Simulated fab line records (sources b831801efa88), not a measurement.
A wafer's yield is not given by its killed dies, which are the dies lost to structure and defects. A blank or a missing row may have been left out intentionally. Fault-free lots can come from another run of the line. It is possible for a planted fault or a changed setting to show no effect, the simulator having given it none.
A single fault, viewed from 2 desks    flow sky130    every desk sees just its own numbers, and what lay behind them comes last
Where a reading is given only as a bound, like >300, the bound stands for it, and a mean or a difference that rests on one is marked > or <: the true number lies beyond.

## FROM THE METROLOGY DESK
Means of the sampled wafers that have a number, per lot and without regard to the tool the lot ran on: this is what the gauges read. The brackets show how far a lot's mean lies from the usual mean; more than 4 standard deviations puts the lot out of limits, marked OUT.
Columns: A = CAP2M_OVL at SKY_CAP2M_OVL_MEAS_12, usual -0.3 nm; B = VIA4_W_RS at SKY_VIA4_RS_MEAS_19, usual 0.2186 ohm/sq; C = VIA4_W_THK at SKY_VIA4_THK_MEAS_20, usual 532 nm
lot   first seen here  A     B                          C
L797  day 41 05:11     -1.4  0.2211                     519
L800  day 42 01:23     1.1   0.2207                     527
L801  day 42 01:42     -0.7  0.2167                     537
L805  day 43 13:56     -1.7  0.2187                     532
L810  day 44 17:51     -2.0  0.2204                     534
L812  day 45 09:41     0.4   55.6567 (+99 or more) OUT  <0 (<-89) OUT
L813  day 45 11:23     1.6   58.0437 (+99 or more) OUT  <0 (<-89) OUT
L817  day 46 12:02     -0.8  0.2196                     526
L818  day 46 16:38     1.4   0.2149                     537
L819  day 47 05:28     -0.5  0.2184                     536
This desk's result: L812, L813 out of limits, first on L812 (VIA4_W_RS at SKY_VIA4_RS_MEAS_19), day 47 06:09. L797, L800, L801, L805, L810, L817, L818, L819: within limits.

## THE TOOL OWNER'S DESK: cvd-w-01
The tool's own readings at SKY_VIA4_CVD_18 (deposits W, target thk 505 nm, time 152.14 s): means of the sampled wafers that have a number, for each lot that ran on this tool. The brackets show how far a lot's mean lies from the usual mean; more than 4 standard deviations puts the lot out of limits, marked OUT.
Columns: A = chamber-pressure-Torr at SKY_VIA4_CVD_18, usual 40.00 Torr; B = heater-power-outer-w at SKY_VIA4_CVD_18, usual 521 W; C = heater-power-w at SKY_VIA4_CVD_18, usual 860 W
lot   first seen here  A      B    C
L801  day 44 03:14     39.94  559  921
L810  day 46 15:06     39.99  501  872
L817  day 48 07:15     39.95  512  863
L818  day 48 10:02     39.99  505  872
L819  day 49 00:01     39.88  566  938
This desk's verdict: no lot among the 5 shows anything out of limits.

## BROUGHT TOGETHER
L812, L813 would have let the metrology desk raise an alarm at day 47 06:09.
The desk of the tool owner found nothing out of limits.
The tool owner's desk has no number on record for L812, L813.
Of the lots named, all ran SKY_VIA4_CVD_18 on cvd-w-01.

## WHAT HAD BEEN PUT IN BY THE SIMULATOR
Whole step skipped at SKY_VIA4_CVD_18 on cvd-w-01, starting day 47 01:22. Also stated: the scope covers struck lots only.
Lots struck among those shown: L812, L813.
Per desk, hours elapsed from the start of the fault to the first reading out of limits: for the metrology desk, 5.
